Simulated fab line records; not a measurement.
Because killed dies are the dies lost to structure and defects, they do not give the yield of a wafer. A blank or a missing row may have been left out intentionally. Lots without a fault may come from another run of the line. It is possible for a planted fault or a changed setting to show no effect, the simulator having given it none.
What tool caused it? -- flow sky130 -- Sampling: 11 lots, 33 wafers, 4 of 708 route steps

WHAT EACH GAUGE READ, for each wafer
SKY_NWELL_RS_MEAS_29: measurement is done with a four-point probe.
lot,measured,on,NWELL_RS (ohm/sq)
L876,day 5 09:28,filmMetro-01,622.1 623.4 623.3
L877,day 5 14:35,filmMetro-01,623.0 627.5 625.4
L879,day 6 04:37,filmMetro-02,659.2 658.6 659.4
L880,day 6 08:37,filmMetro-01,665.8 663.7 665.1
L882,day 6 22:01,filmMetro-02,663.1 664.3 664.1
L890,day 8 21:46,filmMetro-01,626.6 626.2 625.1
L894,day 9 17:11,filmMetro-01,629.8 630.3 630.4
L895,day 10 03:29,filmMetro-01,625.2 624.8 624.7
L896,day 10 12:07,filmMetro-03,625.6 626.5 626.0
L897,day 10 19:32,filmMetro-03,621.7 624.8 624.4
L898,day 11 02:46,filmMetro-01,622.5 624.7 623.5

WHICH TOOL RAN EACH LOT (tool, then ch and the chambers of the sampled wafers, then the start)
lot,SKY_FIELD_ISO_ETCH_17,SKY_FIELD_ISO_CMP_27,SKY_NWELL_IMPLANT_11
L876,"rieSi-02 ch 2,3, day 2 07:18","cmp-02 ch 0,1,3, day 2 10:39","implanter-03 ch 0, day 4 14:08"
L877,"rieSi-01 ch 0,1,3, day 2 11:14","cmp-02 ch 0,1,3, day 2 16:33","implanter-03 ch 0, day 4 19:38"
L879,"rieSi-01 ch 0,3, day 2 22:21","cmp-01 ch 0,1,2, day 3 03:58","implanter-03 ch 0, day 5 09:54"
L880,"rieSi-02 ch 0,2,3, day 3 01:41","cmp-02 ch 0,1, day 3 06:44","implanter-03 ch 0, day 5 13:14"
L882,"rieSi-01 ch 0,1,3, day 3 11:17","cmp-02 ch 1,2,3, day 3 16:35","implanter-03 ch 0, day 6 02:28"
L890,"rieSi-02 ch 0,1,2, day 5 06:03","cmp-02 ch 0,1,2, day 5 10:22","implanter-02 ch 0, day 8 00:15"
L894,"rieSi-01 ch 0,1,2, day 6 01:32","cmp-02 ch 1,2,3, day 6 04:47","implanter-03 ch 0, day 8 19:18"
L895,"rieSi-02 ch 0,3, day 6 10:35","cmp-02 ch 1,2,3, day 6 13:51","implanter-03 ch 0, day 9 05:07"
L896,"rieSi-02 ch 0,2,3, day 6 18:15","cmp-02 ch 0,1,3, day 6 21:36","implanter-03 ch 0, day 9 12:57"
L897,"rieSi-01 ch 0,2,3, day 6 22:36","cmp-02 ch 1,2,3, day 7 01:49","implanter-03 ch 0, day 9 20:17"
L898,"rieSi-01 ch 1,2,3, day 7 03:20","cmp-01 ch 0,1,2, day 7 08:43","implanter-03 ch 0, day 10 03:22"
- SKY_FIELD_ISO_ETCH_17: etches Si in HBr/Cl2/O2, target depth 342 nm, time 97.7 s.
- SKY_FIELD_ISO_CMP_27: polishes, stops on Si3N4, t overpolish 16 s, target thk 457.8 nm.
- SKY_NWELL_IMPLANT_11

THE ANSWER, worked out from the rows above alone
Rule: usual is defined by the lots themselves. The widest of any qualifying gaps counts: lots, ordered by their means at a reading, are off when they make up no more than a third of the lots, leave a main group of 4 or more, and stand apart from it by 3 or more times the standard deviation of that group's means. A main group is skipped when, at the precision printed for the reading in the tables above, its means are all equal. A lot without any number at a reading at which 4 lots or more have one is off too. Any other lot the step has rows for is counted as sound.
Off: L879, L880, L882, seen at SKY_NWELL_RS_MEAS_29 (NWELL_RS). Main group: mean 625.3 ohm/sq, sd 2.1.
A tool fits if, at a process step before that reading, it ran every lot that is off, and no sound lot after the first of them. Gauges at SKY_NWELL_RS_MEAS_29: tried the same way as those tools. None of those tried fits.

WHAT THE SIMULATOR HAD PUT IN
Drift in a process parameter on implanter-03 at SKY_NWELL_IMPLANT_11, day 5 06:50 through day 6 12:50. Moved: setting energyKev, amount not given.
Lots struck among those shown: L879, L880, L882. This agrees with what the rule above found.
